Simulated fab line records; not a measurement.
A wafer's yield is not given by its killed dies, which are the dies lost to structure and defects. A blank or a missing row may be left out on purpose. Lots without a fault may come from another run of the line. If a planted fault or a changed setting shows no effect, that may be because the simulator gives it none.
Chamber matching	flow gf180mcu	4 sister chambers for GF_V1_CMP_26 on cmp-01
The step polishes, stops on SiO2, t overpolish 15 s, target thk 0 nm. 18 wafers are shown with their chamber, then 9 later ones without.

== WAFERS, EACH WITH ITS CHAMBER ==
wafer	chamber	motor current A (A)	slurry flow ml min	time to endpoint s (s)
L870.2	0	11.2	149.5	80.9
L870.3	2	13.5	149.3	82.3
L870.5	3	11.6	150.3	77.6
L871.3	0	11.6	149.5	89.5
L871.5	3	10.8	151.3	83.7
L871.6	0	10.9	149.9	85.4
L876.1	0	11.7	150.1	87.1
L876.2	1	10.6	150.7	84.3
L876.4	2	12.1	150.5	86.2
L877.1	3	11.2	149.8	88.2
L877.3	2	13.0	149.5	87.3
L877.5	1	10.6	149.7	84.1
L878.1	1	10.6	149.5	80.8
L878.2	2	13.0	149.7	84.1
L878.3	0	11.1	149.2	84.5
L884.3	3	10.7	150.4	86.1
L884.4	0	11.7	149.7	84.0
L884.6	0	11.3	149.8	91.1

SIGNATURES (averages over the wafers above)
reading	chamber 0	chamber 1	chamber 2	chamber 3	scatter within a chamber
motor current A	11.357	10.600	12.900	11.075	0.39
slurry flow ml min	149.671	149.967	149.750	150.450	0.49
time to endpoint s	86.071	83.067	84.975	83.900	3.36
Rule: for a wafer and a chamber, the distance is found by dividing, reading by reading, the gap between the wafer's reading and the chamber's mean by the reading's scatter, squaring, summing and taking the root. The wafer belongs to the nearest chamber; if the next one is less than 2 further off, it can't be placed. The scatter: take each reading less its chamber's mean, square it, sum over the shown wafers, divide by the number of wafers less the number of chambers, and take the root.

== WAFERS WITHOUT THEIR CHAMBER ==
wafer	motor current A (A)	slurry flow ml min	time to endpoint s (s)
L885.3	13.6	150.7	84.4
L885.5	10.8	150.1	88.6
L885.6	11.4	150.6	86.6
L887.1	10.2	149.1	83.0
L887.2	13.3	150.1	85.4
L887.5	13.2	150.0	83.4
L893.1	13.6	149.7	83.1
L893.3	11.1	149.9	87.6
L893.5	11.2	150.0	87.4

== THE CHAMBER EACH PASSED THROUGH ==
wafer	from the rows above	in truth
L885.3	2	2
L885.5	can't be placed: 3 or 1 or 0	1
L885.6	can't be placed: 3 or 0 or 1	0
L887.1	can't be placed: 1 or 0 or 3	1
L887.2	2	2
L887.5	2	2
L893.1	2	2
L893.3	can't be placed: 0 or 3 or 1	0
L893.5	can't be placed: 0 or 3 or 1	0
Correctly placed: 4 of 9. From these rows, 5 cannot be placed; in 5 the true chamber is one of the candidates. Wrongly placed: 0.
